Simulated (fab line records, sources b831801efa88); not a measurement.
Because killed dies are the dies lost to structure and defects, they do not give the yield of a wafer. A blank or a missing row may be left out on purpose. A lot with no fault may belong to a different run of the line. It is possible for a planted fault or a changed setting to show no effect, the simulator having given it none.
Which tool was responsible?	flow sky130	18 wafers sampled from 6 lots at 1 step of a route of 708

WHAT THE GAUGES SHOWED, per wafer
SKY_CAPM_THK_MEAS_01.
lot	measured	on	CAPM_CVD_00_THK (nm)
L305	day 37 03:55	film metro-03	15.03 15.62 15.53
L307	day 37 17:59	film metro-04	15.36 15.75 15.73
L313	day 39 18:43	film metro-03	15.68 15.59 15.68
L320	day 41 18:13	film metro-03	14.99 15.77 15.37
L324	day 42 18:08	film metro-03	15.28 15.32 15.29
L325	day 43 06:19	film metro-01	15.07 15.17 15.25

WHAT TOOL EACH LOT RAN ON (gives the tool, then ch and the chambers of the sampled wafers, and finally the start)
Before these readings, the record contains no process step.

THE ANSWER, worked out from the rows above alone
Rule: the usual values come from the lots themselves. The widest of any qualifying gaps counts: lots, ordered by their means at a reading, are off when they make up no more than a third of the lots, leave a main group of 4 or more, and stand apart from it by 3 or more times the standard deviation of that group's means. Not used: any main group whose means are identical at the precision the tables above print for the reading. Also off: a lot with no number at a reading for which 4 or more lots have one. The other lots that the step has rows for count as sound.
No lot is off at any reading shown: from this, nothing can be told.

WHAT HAD BEEN PUT IN BY THE SIMULATOR
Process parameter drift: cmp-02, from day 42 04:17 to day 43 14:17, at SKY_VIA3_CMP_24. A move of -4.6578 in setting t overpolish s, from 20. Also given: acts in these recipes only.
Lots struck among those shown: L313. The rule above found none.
